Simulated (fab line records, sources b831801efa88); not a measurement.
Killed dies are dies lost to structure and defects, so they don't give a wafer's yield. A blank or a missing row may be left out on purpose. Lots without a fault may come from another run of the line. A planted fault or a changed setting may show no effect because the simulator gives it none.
Which tool did it? | flow gf180mcu | 11 lots, 33 wafers sampled, at 8 steps of a route of 602

WHAT THE GAUGES READ, wafer by wafer
GF_NWELL_TW_MEAS_11.
lot  | measured    | on            | NWELL_TW
L566 | day 3 18:56 | film_metro-03 | 1588 1600 1597
L568 | day 4 05:33 | film_metro-02 | 1543 1545 1557
L569 | day 4 11:02 | film_metro-02 | 1549 1538 1557
L570 | day 4 17:44 | film_metro-02 | 1731 1727 1729
L573 | day 5 11:15 | film_metro-01 | 1569 1577 1578
L574 | day 5 17:33 | film_metro-01 | 1748 1747 1754
L576 | day 6 00:29 | film_metro-02 | 1546 1538 1535
L578 | day 6 15:39 | film_metro-03 | 1597 1587 1589
L579 | day 6 17:55 | film_metro-01 | 1581 1575 1580
L581 | day 7 04:53 | film_metro-01 | 1577 1584 1573
L587 | day 8 13:00 | film_metro-03 | 1600 1589 1598

GF_LVPWELL_TW_MEAS_11.
lot  | measured    | on            | LVPWELL_TW
L566 | day 4 08:46 | film_metro-03 | 569 568 569
L568 | day 4 19:09 | film_metro-02 | 549 550 552
L569 | day 5 01:23 | film_metro-01 | 560 560 558
L570 | day 5 08:34 | film_metro-03 | 1240 1229 1230
L573 | day 6 02:38 | film_metro-01 | 561 559 560
L574 | day 6 08:14 | film_metro-03 | 1187 1198 1202
L576 | day 6 15:49 | film_metro-02 | 550 546 550
L578 | day 7 07:06 | film_metro-01 | 560 558 558
L579 | day 7 08:56 | film_metro-03 | 570 572 567
L581 | day 7 21:02 | film_metro-01 | 557 559 558
L587 | day 9 06:20 | film_metro-03 | 568 566 564

GF_MVSD_TW_MEAS_11.
lot  | measured     | on            | MVSD_TW
L566 | day 4 22:37  | film_metro-02 | 1554 1544 1549
L568 | day 5 09:44  | film_metro-02 | 1548 1552 1546
L569 | day 5 15:48  | film_metro-01 | 1574 1578 1578
L570 | day 5 23:23  | film_metro-02 | 1725 1725 1743
L573 | day 6 17:23  | film_metro-03 | 1595 1590 1595
L574 | day 7 00:27  | film_metro-03 | 1778 1783 1785
L576 | day 7 07:07  | film_metro-02 | 1547 1542 1548
L578 | day 7 23:57  | film_metro-03 | 1605 1604 1601
L579 | day 8 02:08  | film_metro-01 | 1575 1577 1578
L581 | day 8 13:08  | film_metro-01 | 1575 1578 1593
L587 | day 10 00:33 | film_metro-03 | 1614 1612 1609

GF_VT_IMPLANT_OVL_MEAS_18.
lot  | measured     | on         | VT_IMPLANT_01_OVL (nm)
L566 | day 6 19:16  | overlay-01 | 0.1 -0.8 -1.2
L568 | day 7 06:01  | overlay-02 | -0.5 0.9 1.4
L569 | day 7 13:37  | overlay-02 | -1.4 -2.3 -0.7
L570 | day 7 21:34  | overlay-01 | 1.2 1.3 2.3
L573 | day 8 18:22  | overlay-01 | -1.1 -0.9 -0.9
L574 | day 9 01:32  | overlay-01 | -1.4 -2.4 -2.4
L576 | day 9 09:17  | overlay-01 | -0.1 0.1 -0.5
L578 | day 10 03:56 | overlay-02 | -1.4 -2.3 -2.5
L579 | day 10 04:51 | overlay-01 | 0.5 -0.5 -0.5
L581 | day 10 17:26 | overlay-02 | -1.9 -0.3 -0.9
L587 | day 12 08:22 | overlay-01 | -0.7 -0.8 1.1

GF_VT_IMPLANT_OVL_MEAS_40.
lot  | measured     | on         | VT_IMPLANT_03_OVL (nm)
L566 | day 8 02:58  | overlay-02 | 0.0 0.9 2.9
L568 | day 8 14:19  | overlay-01 | 0.3 -1.7 0.1
L569 | day 8 22:14  | overlay-01 | -0.3 -1.3 -0.1
L570 | day 9 06:40  | overlay-01 | -1.5 -1.8 -1.7
L573 | day 10 05:34 | overlay-02 | -1.9 -1.6 -2.5
L574 | day 10 13:01 | overlay-02 | 0.8 1.6 2.3
L576 | day 10 21:13 | overlay-02 | 0.6 -0.5 -0.1
L578 | day 11 16:34 | overlay-02 | -1.5 -1.6 -1.7
L579 | day 11 18:04 | overlay-02 | 0.9 -2.0 -0.8
L581 | day 12 07:05 | overlay-02 | 1.3 -0.4 -2.0
L587 | day 14 00:09 | overlay-02 | -0.1 0.1 0.6

WHICH TOOL RAN EACH LOT (tool, then ch and the chambers of the sampled wafers, then the start)
lot  | GF_STI_STRIP_15                     | GF_DNWELL_COAT_02                | GF_DNWELL_STRIP_08
L566 | plasma_asher-03 ch 0,1, day 2 11:26 | litho_track-04 ch 0, day 2 22:22 | plasma_asher-02 ch 1, day 3 05:19
L568 | plasma_asher-03 ch 0,1, day 2 22:44 | litho_track-03 ch 0, day 3 09:01 | plasma_asher-03 ch 0,1, day 3 15:28
L569 | plasma_asher-03 ch 0,1, day 3 03:11 | litho_track-03 ch 0, day 3 13:43 | plasma_asher-02 ch 0,1, day 3 20:50
L570 | plasma_asher-03 ch 0,1, day 3 08:32 | litho_track-03 ch 0, day 3 20:40 | plasma_asher-03 ch 0,1, day 4 04:19
L573 | plasma_asher-03 ch 0,1, day 3 23:35 | litho_track-04 ch 0, day 4 13:26 | plasma_asher-04 ch 0,1, day 4 20:52
L574 | plasma_asher-02 ch 1, day 4 05:08   | litho_track-03 ch 0, day 4 19:22 | plasma_asher-03 ch 0,1, day 5 02:46
L576 | plasma_asher-02 ch 0,1, day 4 14:55 | litho_track-04 ch 0, day 5 02:16 | plasma_asher-02 ch 0,1, day 5 09:34
L578 | plasma_asher-02 ch 0,1, day 5 03:53 | litho_track-04 ch 0, day 5 16:41 | plasma_asher-04 ch 0,1, day 6 00:17
L579 | plasma_asher-02 ch 0,1, day 5 06:47 | litho_track-04 ch 0, day 5 19:13 | plasma_asher-02 ch 0,1, day 6 02:49
L581 | plasma_asher-03 ch 0,1, day 5 17:02 | litho_track-02 ch 0, day 6 05:07 | plasma_asher-03 ch 0,1, day 6 13:14
L587 | plasma_asher-03 ch 0,1, day 7 00:38 | litho_track-02 ch 0, day 7 12:55 | plasma_asher-03 ch 0,1, day 7 20:49
- GF_STI_STRIP_15: strips in O2/N2.
- GF_DNWELL_COAT_02: resist thk 3000 nm.
- GF_DNWELL_STRIP_08: strips in O2/N2.

WHAT THE TOOLS THEMSELVES READ (means of the sampled wafers that have a number; where no wafer has one, the mark that the record gives instead)
GF_STI_STRIP_15.
lot  | tool            | drypump_motor_current_A (A) | heater_power_w (W) | oes_product_au (a.u.) | platen_temp_c (C) | strip_time_to_endpoint_s (s)
L566 | plasma_asher-03 | 5.2                         | 333                | 0.388                 | 249.89            | 3.73
L568 | plasma_asher-03 | 5.2                         | 329                | 0.387                 | 250.04            | 3.82
L569 | plasma_asher-03 | 5.2                         | 329                | 0.386                 | 250.15            | 3.75
L570 | plasma_asher-03 | 5.2                         | 321                | 0.383                 | 250.11            | 3.77
L573 | plasma_asher-03 | 5.1                         | 316                | 0.387                 | 250.05            | 3.76
L574 | plasma_asher-02 | 6.0                         | 359                | 0.387                 | 250.02            | 3.74
L576 | plasma_asher-02 | 6.0                         | 355                | 0.381                 | 250.07            | 3.69
L578 | plasma_asher-02 | 6.0                         | 355                | 0.390                 | 250.14            | 3.79
L579 | plasma_asher-02 | 5.9                         | 343                | 0.383                 | 250.12            | 3.72
L581 | plasma_asher-03 | 5.1                         | 318                | 0.383                 | 249.92            | 3.72
L587 | plasma_asher-03 | 5.1                         | 321                | 0.381                 | 249.95            | 3.73

GF_DNWELL_COAT_02.
lot  | tool           | exhaust_pa (Pa)
L566 | litho_track-04 | 44.4
L568 | litho_track-03 | 44.1
L569 | litho_track-03 | 44.9
L570 | litho_track-03 | 44.7
L573 | litho_track-04 | 44.3
L574 | litho_track-03 | 45.8
L576 | litho_track-04 | 45.6
L578 | litho_track-04 | 44.9
L579 | litho_track-04 | 45.7
L581 | litho_track-02 | 45.0
L587 | litho_track-02 | 45.2

GF_DNWELL_STRIP_08.
lot  | tool            | drypump_motor_current_A (A) | heater_power_w (W) | oes_product_au (a.u.) | platen_temp_c (C) | strip_time_to_endpoint_s (s)
L566 | plasma_asher-02 | 6.1                         | 364                | 0.722                 | 249.81            | 36.85
L568 | plasma_asher-03 | 5.1                         | 316                | 0.726                 | 250.10            | 36.87
L569 | plasma_asher-02 | 5.9                         | 343                | 0.726                 | 250.03            | 36.78
L570 | plasma_asher-03 | 5.2                         | 314                | 0.713                 | 249.99            | 22.34
L573 | plasma_asher-04 | 5.4                         | 290                | 0.720                 | 250.09            | 36.79
L574 | plasma_asher-03 | 5.2                         | 328                | 0.718                 | 250.08            | 22.36
L576 | plasma_asher-02 | 5.9                         | 338                | 0.729                 | 250.11            | 36.80
L578 | plasma_asher-04 | 5.5                         | 299                | 0.721                 | 250.04            | 36.90
L579 | plasma_asher-02 | 6.0                         | 354                | 0.723                 | 250.05            | 36.73
L581 | plasma_asher-03 | 5.1                         | 317                | 0.717                 | 249.91            | 36.84
L587 | plasma_asher-03 | 5.2                         | 330                | 0.724                 | 249.97            | 36.75

THE ANSWER, worked out from the rows above alone
Rule: what is usual is taken from the lots themselves. Put in order of their means at a reading, lots are off if they are a third of the lots or fewer, leave a main group of 4 or more, and stand apart from it by a gap of 3 or more times the standard deviation of the main group's means; of several such gaps the widest counts. A main group whose means are all the same, to the digits that the tables above print for the reading, isn't used. A lot without any number at a reading at which 4 lots or more have one is off too. The other lots that the step has rows for count as sound. The gauges are gone through in route order, then the tools' own readings, and for those a lot's mean is taken as printed above. The first step at which some lot is off is used, and at that step the reading that is off furthest; a lot without a number counts as furthest.
Off: L570, L574, at GF_NWELL_TW_MEAS_11 (NWELL_TW). The main group: mean 1572, standard deviation 20.
A tool fits if, at a process step before that reading, it ran every lot that is off, and no sound lot after the first of them. The gauges at GF_NWELL_TW_MEAS_11 aren't tried: what is off there is off at GF_LVPWELL_TW_MEAS_11 too, on other tools, and a gauge's error can't cause that. One fits: litho_track-03 at GF_DNWELL_COAT_02. Its last sound lot is L569 (day 3 13:43), its first lot that is off L570 (day 3 20:40): a fault that began between those two fits.

WHAT THE SIMULATOR HAD PUT IN
Process parameter drift: litho_track-03, from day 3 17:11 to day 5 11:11, at GF_DNWELL_COAT_02. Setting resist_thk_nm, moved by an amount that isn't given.
Lots struck among those shown: L570, L574. The rule above found the same.
